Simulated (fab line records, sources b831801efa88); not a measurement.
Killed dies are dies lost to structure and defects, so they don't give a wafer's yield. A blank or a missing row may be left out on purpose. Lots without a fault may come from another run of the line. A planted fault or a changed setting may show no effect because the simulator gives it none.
fab line records | flow sky130
record lots=11 wafers=33 last_day=50
route steps=708 shown VIA1@471 CAPM@537
lots that met no fault: from a run of the same line without faults
start_h: hours from the record's first day to the start of the lot's first wafer shown | wait_h: hours since the lot's step before | " the same as in the row above | L1.1+2: a row that stands for several wafers | - no value, or no start given | * or withheld: withheld | < > ~ a bound
route shown NAME@n: a module of which the file shows steps, and the number in the route of the first | usual: mean/standard deviation of fault-free wafers | same: alike in all rows | chamber/n: place in a boat | sites: the reading at each site | _std_site: their standard deviation | _edge_site: outer sites' mean less inner sites' | radius_mm: how far each site lies from the wafer's centre | mask NAME#n: copy n | behind: the tool/chamber that last shaped the wafer | hold: why the lot was held/for how many hours/how that ended | device: the transistor (n, p or np) that didn't switch | end of line: the same wafers' tests at the end of the route | a step without rows: its recipe alone | killed: dies lost to structure and defects at the first sort, not the wafer's yield | map: a wafer's dies, x killed, . not, _ none there
set.NAME: the setting as run; set.NAME@STEP: as run at that earlier step | model.NAME: the simulator's own value behind a step, which no gauge read
steps of the route over a sample of lots; a table a step, a row a wafer
services: from which hour (start_h, from the record's first day; less than 0 if before it) a tool's chamber was out of use, for how many hours, and why
## steps
# step SKY_VIA1_OVL_MEAS_13
# usual VIA1_OVL=-2/6.4
# columns lot.wafer tool chamber start_h wait_h VIA1_OVL[nm]
L272.2 overlay-02 - 813.51 0.1 2
L272.3 " - " " -1
L272.4 " - " " -2
L274.2 overlay-02 - 824.81 0.1 -3
L274.5 " - " " -2
L274.6 " - " " -5
L277.1 overlay-02 - 841.64 0.1 -1
L277.4 " - " " -1
L277.5 " - " " -3
L278.2 overlay-02 - 856.28 0.1 -9
L278.3 " - " " -12
L278.4 " - " " -9
L281.2 overlay-01 - 884.65 0.1 -5
L281.4 " - " " -1
L281.5 " - " " -4
L286.2 overlay-01 - 911.92 0.1 3
L286.3 " - " " -2
L286.5 " - " " 3
L288.1 overlay-01 - 922.31 0.1 0
L288.2 " - " " 0
L288.4 " - " " -3
L289.1 overlay-01 - 924.79 0.1 1
L289.5 " - " " -7
L289.6 " - " " -11
L290.1 overlay-01 - 931.51 0.1 -4
L290.3 " - " " -3
L290.5 " - " " -3
L291.1 overlay-01 - 939.21 0.1 9
L291.4 " - " " 11
L291.5 " - " " 6
L293.1 overlay-01 - 951.66 0.1 -6
L293.3 " - " " -5
L293.6 " - " " -7
# step SKY_VIA1_STRIP_16
# recipe chemistry=O2/N2 power_w=1400 pressure_mtorr=1500 platen_temp_c=withheld o2_flow_sccm=3000 n2_flow_sccm=300 overash_fraction=0.5
# usual drypump_motor_current_A=5.9/0.5 oes_product_au=0.415/0.0047 strip_time_to_endpoint_s=4.464/0.019
# columns lot.wafer tool chamber start_h wait_h drypump_motor_current_A oes_product_au rf_hours_counter_h strip_time_to_endpoint_s
L272.2 plasma_asher-02 1 813.63 0.0 5.4 0.415 40 4.431
L272.3 " 1 " " 5.4 0.415 - 4.461
L272.4 " 0 " " 6.2 0.422 - 4.441
L274.2 plasma_asher-03 0 824.93 0.0 5.4 0.421 66 4.464
L274.5 " 0 " " 5.4 0.415 - 4.468
L274.6 " 1 " " 6.6 0.425 - 4.467
L277.1 plasma_asher-03 0 841.77 0.0 5.5 0.414 68 4.469
L277.4 " 1 " " 6.6 0.416 - 4.442
L277.5 " 1 " " 6.6 0.413 - 4.452
L278.2 plasma_asher-03 1 856.40 0.0 6.6 0.410 69 4.484
L278.3 " 1 " " 6.6 0.418 - 4.468
L278.4 " 0 " " 5.5 0.418 - 4.491
L281.2 plasma_asher-03 0 884.77 0.0 5.4 0.417 72 4.469
L281.4 " 0 " " 5.4 0.421 - 4.449
L281.5 " 0 " " 5.4 0.413 - 4.476
L286.2 plasma_asher-02 1 912.04 0.0 5.4 0.413 50 4.456
L286.3 " 1 " " 5.4 0.415 - 4.459
L286.5 " 0 " " 6.2 0.412 - 4.487
L288.1 plasma_asher-02 1 922.43 0.0 5.4 0.415 51 4.491
L288.2 " 0 " " 6.3 0.417 51 4.483
L288.4 " 0 " " 6.3 0.404 - 4.472
L289.1 plasma_asher-03 1 924.92 0.0 6.6 0.414 76 4.452
L289.5 " 0 " " 5.4 0.410 - 4.494
L289.6 " 1 " " 6.6 0.416 - 4.447
L290.1 plasma_asher-03 1 931.63 0.0 6.6 0.416 77 4.481
L290.3 " 1 " " 6.7 0.421 - 4.446
L290.5 " 0 " " 5.4 0.408 - 4.481
L291.1 plasma_asher-01 1 939.33 0.0 6.1 0.411 18 4.441
L291.4 " 0 " " 5.6 0.410 - 4.435
L291.5 " 0 " " 5.6 0.414 - 4.452
L293.1 plasma_asher-03 1 951.78 0.0 6.6 0.419 79 4.472
L293.3 " 0 " " 5.4 0.410 - 4.450
L293.6 " 0 " " 5.4 0.415 - 4.414
# step SKY_CAPM_CVD_00
# recipe material=SiO2 target_thk_nm=15.5 temp_c=400 time_s=withheld rf_w=450
# usual heater_power_w=730/120 rf_fwd_power_W=441.5/2
# columns lot.wafer tool chamber start_h wait_h heater_power_w rf_fwd_power_W
L272.2 pecvd-03 1 869.25 0.0 1000 441.2
L272.3 " 2 " " 591 441.5
L272.4 " 2 " " 586 439.8
L274.2 pecvd-03 0 881.59 0.0 891 443.1
L274.5 " 1 " " 918 444.2
L274.6 " 2 " " 622 443.3
L277.1 pecvd-03 0 899.06 0.0 716 514.4
L277.4 " 1 " " 914 513.7
L277.5 " 2 " " 573 515.8
L278.2 pecvd-03 2 911.83 0.0 507 514.7
L278.3 " 2 " " 515 514.4
L278.4 " 0 " " 777 514.0
L281.2 pecvd-01 2 939.47 0.0 745 443.4
L281.4 " 1 " " 689 443.4
L281.5 " 0 " " 599 442.0
L286.2 pecvd-01 2 965.52 0.0 683 442.2
L286.3 " 1 " " 657 441.2
L286.5 " 0 " " 525 443.5
L288.1 pecvd-01 0 975.05 0.0 630 444.6
L288.2 " 2 " " 661 442.6
L288.4 " 1 " " 724 443.2
L289.1 pecvd-03 1 978.06 0.0 858 444.5
L289.5 " 0 " " 814 441.9
L289.6 " 2 " " 518 442.2
L290.1 pecvd-01 1 984.07 0.0 602 439.6
L290.3 " 0 " " 632 442.8
L290.5 " 1 " " 594 441.8
L291.1 pecvd-03 1 992.07 0.0 937 440.6
L291.4 " 0 " " 838 442.4
L291.5 " 2 " " 624 439.8
L293.1 pecvd-01 0 1004.86 0.0 579 440.8
L293.3 " 2 " " 721 441.3
L293.6 " 2 " " 723 441.8
# step SKY_CAPM_THK_MEAS_01
# recipe reads=SiO2_of_CAPM_CVD_00
# usual CAPM_CVD_00_THK=15.56/0.2
# columns lot.wafer tool chamber start_h wait_h hold CAPM_CVD_00_THK[nm]
L272.2 film_metro-03 - 869.28 - - 15.44
L272.3 " - " " - 15.25
L272.4 " - " " - 15.58
L274.2 film_metro-03 - 881.62 - - 15.31
L274.5 " - " " - 15.82
L274.6 " - " " - 15.74
L277.1 film_metro-02 - 899.08 - - 16.14
L277.4 " - " " - 16.37
L277.5 " - " " - 16.24
L278.2 film_metro-04 - 911.87 - await_dispo/0.2h/release 15.97
L278.3 " - " " await_dispo/0.2h/release 16.40
L278.4 " - " " await_dispo/0.2h/release 16.29
L278.2 film_metro-04 - 912.10 0.2 - 16.02
L278.3 " - " " - 16.41
L278.4 " - " " - 16.37
L281.2 film_metro-04 - 939.50 - - 15.59
L281.4 " - " " - 15.40
L281.5 " - " " - 15.80
L286.2 film_metro-04 - 965.55 - - 15.67
L286.3 " - " " - 15.48
L286.5 " - " " - 15.92
L288.1 film_metro-04 - 975.07 - - 15.69
L288.2 " - " " - 15.77
L288.4 " - " " - 15.81
L289.1 film_metro-03 - 978.08 - - 15.59
L289.5 " - " " - 15.67
L289.6 " - " " - 15.62
L290.1 film_metro-02 - 984.09 - - 15.54
L290.3 " - " " - 15.28
L290.5 " - " " - 15.60
L291.1 film_metro-03 - 992.09 - - 15.60
L291.4 " - " " - 15.74
L291.5 " - " " - 15.82
L293.1 film_metro-04 - 1004.89 - - 15.41
L293.3 " - " " - 15.24
L293.6 " - " " - 15.60
# step SKY_CAPM_METAL_ETCH_13
# recipe target_depth_nm=220 stop_on=SiO2 chemistry=Cl2/BCl3 target=TiN pressure_mtorr=10 icp_w=900 bias_w=48.5 Cl2_flow_sccm=60 bcl3_flow_sccm=30 time_s=62.9
# usual drypump_motor_current_A=5.9/0.39 oes_product_au=0.942/0.0076 throttle_valve_pct=21.901/0.0097
# columns lot.wafer tool chamber start_h wait_h drypump_motor_current_A oes_product_au rf_hours_counter_h throttle_valve_pct
L272.2 rie_metal-03 0 895.19 0.0 6.4 0.947 - 21.898
L272.3 " 0 " " 6.4 0.944 - 21.914
L272.4 " 0 " " 6.4 0.946 - 21.899
L274.2 rie_metal-02 1 906.71 0.0 6.4 0.925 4 21.919
L274.5 " 0 " " 5.4 0.929 - 21.908
L274.6 " 1 " " 6.4 0.933 - 21.893
L277.1 rie_metal-02 0 924.51 0.0 5.4 0.931 15 21.901
L277.4 " 1 " " 6.4 0.954 - 21.898
L277.5 " 0 " " 5.4 0.945 - 21.905
L278.2 rie_metal-02 0 936.51 0.0 5.3 0.938 15 21.883
L278.3 " 1 " " 6.4 0.934 - 21.897
L278.4 " 0 " " 5.3 0.944 - 21.908
L281.2 rie_metal-03 0 963.66 0.0 6.3 0.945 9 21.892
L281.4 " 0 " " 6.3 0.953 - 21.897
L281.5 " 1 " " 6.0 0.947 - 21.886
L286.2 rie_metal-01 1 989.55 0.0 5.6 0.943 13 21.916
L286.3 " 1 " " 5.6 0.929 - 21.911
L286.5 " 0 " " 5.6 0.938 - 21.927
L288.1 rie_metal-03 0 998.76 0.0 6.3 0.952 11 21.901
L288.2 " 1 " " 6.0 0.938 18 21.914
L288.4 " 0 " " 6.3 0.937 - 21.909
L289.1 rie_metal-03 1 1001.91 0.0 6.0 0.941 18 21.903
L289.5 " 1 " " 6.0 0.939 - 21.892
L289.6 " 0 " " 6.4 0.949 - 21.907
L290.1 rie_metal-03 1 1007.10 0.0 6.0 0.947 18 21.878
L290.3 " 0 " " 6.3 0.956 - 21.895
L290.5 " 0 " " 6.4 0.951 - 21.891
L291.1 rie_metal-03 1 1014.91 0.0 6.1 0.941 18 21.882
L291.4 " 0 " " 6.3 0.941 - 21.905
L291.5 " 1 " " 6.1 0.939 - 21.902
L293.1 rie_metal-01 0 1028.66 0.0 5.6 0.941 11 21.916
L293.3 " 0 " " 5.6 0.941 - 21.916
L293.6 " 0 " " 5.6 0.928 - 21.892
## services
# columns tool chamber start_h hours kind
plasma_asher-03 - 797.00 2.9 repair
rie_metal-01 1 807.13 8.2 repair
pecvd-01 1 818.12 - clean
pecvd-01 1 818.12 - consumable_replace:showerhead
pecvd-01 1 818.12 29.0 scheduled_down
pecvd-01 1 818.12 29.0 vent_cycle
rie_metal-01 - 823.42 4.0 pm
pecvd-01 2 839.77 5.5 scheduled_down
plasma_asher-02 - 843.76 0.5 repair
plasma_asher-03 - 880.53 1.2 repair
pecvd-01 1 881.41 2.1 scheduled_down
rie_metal-03 1 894.38 13.9 repair
pecvd-03 1 906.96 5.5 scheduled_down
pecvd-01 0 914.00 4.3 repair
pecvd-03 - 919.06 5.5 pm
pecvd-01 2 926.06 2.1 scheduled_down
plasma_asher-02 - 936.70 1.1 repair
rie_metal-01 1 944.94 5.5 repair
pecvd-01 2 994.81 2.6 repair
pecvd-03 1 999.38 - clean
pecvd-03 1 999.38 - consumable_replace:showerhead
pecvd-03 1 999.38 29.0 scheduled_down
pecvd-03 1 999.38 29.0 vent_cycle
pecvd-01 2 1027.08 7.4 repair
## key
first_sign step=SKY_CAPM_CVD_00 reading=rf_fwd_power_W direction=up sigmas=37 usual=441.5 struck=514.5
effect step=SKY_CAPM_THK_MEAS_01 reading=visit direction=added
met_at SKY_CAPM_CVD_00
struck_lots L277,L278
not_acting_at SKY_VIA1_OVL_MEAS_13,SKY_VIA1_STRIP_16,SKY_CAPM_METAL_ETCH_13
onset_between 881.59 899.06
fault kind=process_parameter_drift tool=pecvd-03 chamber=- onset_h=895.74 steps=SKY_CAPM_CVD_00 channel=rf_w offset=72 shape=step end_h=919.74 acts_in=these_recipes_only stated=450
